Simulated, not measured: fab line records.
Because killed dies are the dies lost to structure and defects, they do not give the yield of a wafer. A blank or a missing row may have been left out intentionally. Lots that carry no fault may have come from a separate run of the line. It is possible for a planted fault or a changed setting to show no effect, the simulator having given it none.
Which tool was responsible?	flow sky130	Sampling: 12 lots, 36 wafers, 5 of 708 route steps

## WHAT THE GAUGES READ, wafer by wafer
SKY_VIA4_BOW_MEAS_03.
lot	measured	on	VIA4_BOW (um)
L854	day 41 11:00	film-metro-03	78 89 91
L855	day 41 18:18	film-metro-02	76 69 69
L856	day 42 06:56	film-metro-01	88 75 88
L857	day 42 07:15	film-metro-01	86 84 75
L858	day 42 16:22	film-metro-02	83 82 86
L865	day 44 09:59	film-metro-03	98 89 104
L866	day 44 21:28	film-metro-02	72 69 81
L870	day 46 22:37	film-metro-03	87 84 77
L872	day 46 23:54	film-metro-02	66 81 74
L874	day 47 04:56	film-metro-02	65 80 71
L875	day 47 05:41	film-metro-03	81 85 82
L876	day 47 09:32	film-metro-01	78 83 76

SKY_VIA4_RS_MEAS_19: a four-point-probe measurement.
lot	measured	on	VIA4_W_RS (ohm/sq)
L854	day 42 11:17	film-metro-03	0.2285 0.2314 0.2305
L855	day 42 17:17	film-metro-02	0.2294 0.2288 0.2263
L856	day 43 06:17	film-metro-02	0.2252 0.2302 0.2314
L857	day 43 06:49	film-metro-01	0.2277 0.2294 0.2287
L858	day 43 15:28	film-metro-01	0.2280 0.2275 0.2303
L865	day 45 08:16	film-metro-02	58.894 59.394 58.829 58.905 59.326 58.795
L866	day 45 19:46	film-metro-03	58.298 58.835 59.343 58.263 59.108 59.354
L870	day 47 17:43	film-metro-02	0.2249 0.2277 0.2256
L872	day 47 19:16	film-metro-03	0.2227 0.2221 0.2231
L874	day 48 00:36	film-metro-02	0.2265 0.2208 0.2218
L875	day 48 00:42	film-metro-01	0.2285 0.2295 0.2327
L876	day 48 05:15	film-metro-01	0.2290 0.2285 0.2287

## WHAT TOOL EACH LOT RAN ON (gives the tool, then ch and the chambers of the sampled wafers, and finally the start)
lot	SKY_METAL4_SPUTTER_04	SKY_METAL4_ETCH_17	SKY_VIA4_CVD_18
L854	pvd-sputter-01, day 39 08:24	rie-diel-04 ch 2,3, day 41 09:36	cvd-w-01 ch 0,1, day 42 11:08
L855	pvd-sputter-01, day 39 17:20	rie-diel-03 ch 0,2, day 41 16:54	cvd-w-01 ch 0,1, day 42 17:08
L856	pvd-sputter-02, day 40 06:02	rie-diel-01 ch 1,2,3, day 42 05:32	cvd-w-01 ch 0,1, day 43 06:08
L857	pvd-sputter-01, day 40 06:41	rie-diel-04 ch 0,3, day 42 05:54	cvd-w-02 ch 0,1, day 43 06:39
L858	pvd-sputter-02, day 40 13:42	rie-diel-04 ch 0,1,3, day 42 14:47	cvd-w-02 ch 0,1, day 43 15:20
L865	pvd-sputter-01, day 42 10:41	rie-diel-04 ch 0,2, day 44 08:26	cvd-w-02 ch 0,1, day 45 08:03
L866	pvd-sputter-01, day 43 00:23	rie-diel-04 ch 0,2,3, day 44 20:04	cvd-w-01 ch 0,1, day 45 19:35
L870	pvd-sputter-03, day 45 03:17	rie-diel-01 ch 0,3, day 46 21:15	cvd-w-01 ch 0,1, day 47 17:35
L872	pvd-sputter-02, day 45 05:47	rie-diel-03 ch 0,1,2, day 46 22:33	cvd-w-01 ch 1, day 47 19:06
L874	pvd-sputter-02, day 45 09:52	rie-diel-01 ch 3, day 47 03:32	cvd-w-01 ch 0,1, day 48 00:26
L875	pvd-sputter-02, day 45 10:47	rie-diel-03 ch 0,2,3, day 47 04:18	cvd-w-02 ch 0,1, day 48 00:32
L876	pvd-sputter-01, day 45 14:08	rie-diel-04 ch 0,2, day 47 08:08	cvd-w-01 ch 0, day 48 04:58
- SKY_METAL4_SPUTTER_04: material TiN, target thk 70 nm, time 58.3 s.
- SKY_METAL4_ETCH_17: etches SiO2 in C4F8/O2/Ar, stops on TiN, time 3.9 s, target depth 15 nm.
- SKY_VIA4_CVD_18: deposits W, target thk 505 nm, time 152.14 s.

## AS READ BY THE TOOLS THEMSELVES (means over the sampled wafers that have a number; for cases with no such wafer, the mark the record gives instead)
SKY_METAL4_SPUTTER_04.
lot	tool	chamber-pressure-pa (Pa)	throttle-valve-pct (%)
L854	pvd-sputter-01	0.3999	31.7
L855	pvd-sputter-01	0.3999	29.4
L856	pvd-sputter-02	0.4013	30.1
L857	pvd-sputter-01	0.3995	29.0
L858	pvd-sputter-02	0.4000	30.1
L865	pvd-sputter-01	0.4002	31.0
L866	pvd-sputter-01	0.4005	29.7
L870	pvd-sputter-03	0.3996	29.8
L872	pvd-sputter-02	0.3991	29.4
L874	pvd-sputter-02	0.4005	29.2
L875	pvd-sputter-02	0.4001	30.2
L876	pvd-sputter-01	0.4003	30.4

SKY_METAL4_ETCH_17.
lot	tool	oes-product-au (a.u.)
L854	rie-diel-04	0.766
L855	rie-diel-03	0.758
L856	rie-diel-01	0.752
L857	rie-diel-04	0.756
L858	rie-diel-04	0.758
L865	rie-diel-04	0.754
L866	rie-diel-04	0.758
L870	rie-diel-01	0.752
L872	rie-diel-03	0.753
L874	rie-diel-01	0.759
L875	rie-diel-03	0.757
L876	rie-diel-04	0.763

SKY_VIA4_CVD_18.
lot	tool	chamber-pressure-Torr (Torr)	heater-power-outer-w (W)	heater-power-w (W)
L854	cvd-w-01	39.98	521	822
L855	cvd-w-01	40.05	528	831
L856	cvd-w-01	39.86	515	817
L857	cvd-w-02	40.04	535	851
L858	cvd-w-02	40.04	547	857
L865	cvd-w-02	-	-	-
L866	cvd-w-01	-	-	-
L870	cvd-w-01	39.91	525	836
L872	cvd-w-01	39.98	545	824
L874	cvd-w-01	39.97	532	823
L875	cvd-w-02	40.00	543	850
L876	cvd-w-01	39.97	507	823

## THE ANSWER, worked out from the rows above alone
Rule: the usual values come from the lots themselves. Put in order of their means at a reading, lots are off if they are a third of the lots or fewer, leave a main group of 4 or more, and stand apart from it by a gap of 3 or more times the standard deviation of the main group's means; of several such gaps the widest counts. A main group whose means are all the same, to the digits that the tables above print for the reading, isn't used. Also off: a lot with no number at a reading for which 4 or more lots have one. Where the step has rows for the other lots, those lots are counted as sound. The gauges are gone through in route order, then the tools' own readings, and for those a lot's mean is taken as printed above. At the first step where some lot is off, the reading lying furthest off is the one used; lots without a number count as furthest.
Off: L865, L866, at SKY_VIA4_RS_MEAS_19 (VIA4_W_RS). For the main group the mean is 0.2275 ohm/sq and the standard deviation 0.0026.
If a tool, at a process step before that reading, ran all the lots that are off and no sound lot after the first of them, it fits. The gauges at SKY_VIA4_RS_MEAS_19 aren't tried: what is off there is off at SKY_VIA4_CVD_18 too, on other tools, and a gauge's error can't cause that. No candidate that was tried fits.

## WHAT WAS PUT IN BY THE SIMULATOR
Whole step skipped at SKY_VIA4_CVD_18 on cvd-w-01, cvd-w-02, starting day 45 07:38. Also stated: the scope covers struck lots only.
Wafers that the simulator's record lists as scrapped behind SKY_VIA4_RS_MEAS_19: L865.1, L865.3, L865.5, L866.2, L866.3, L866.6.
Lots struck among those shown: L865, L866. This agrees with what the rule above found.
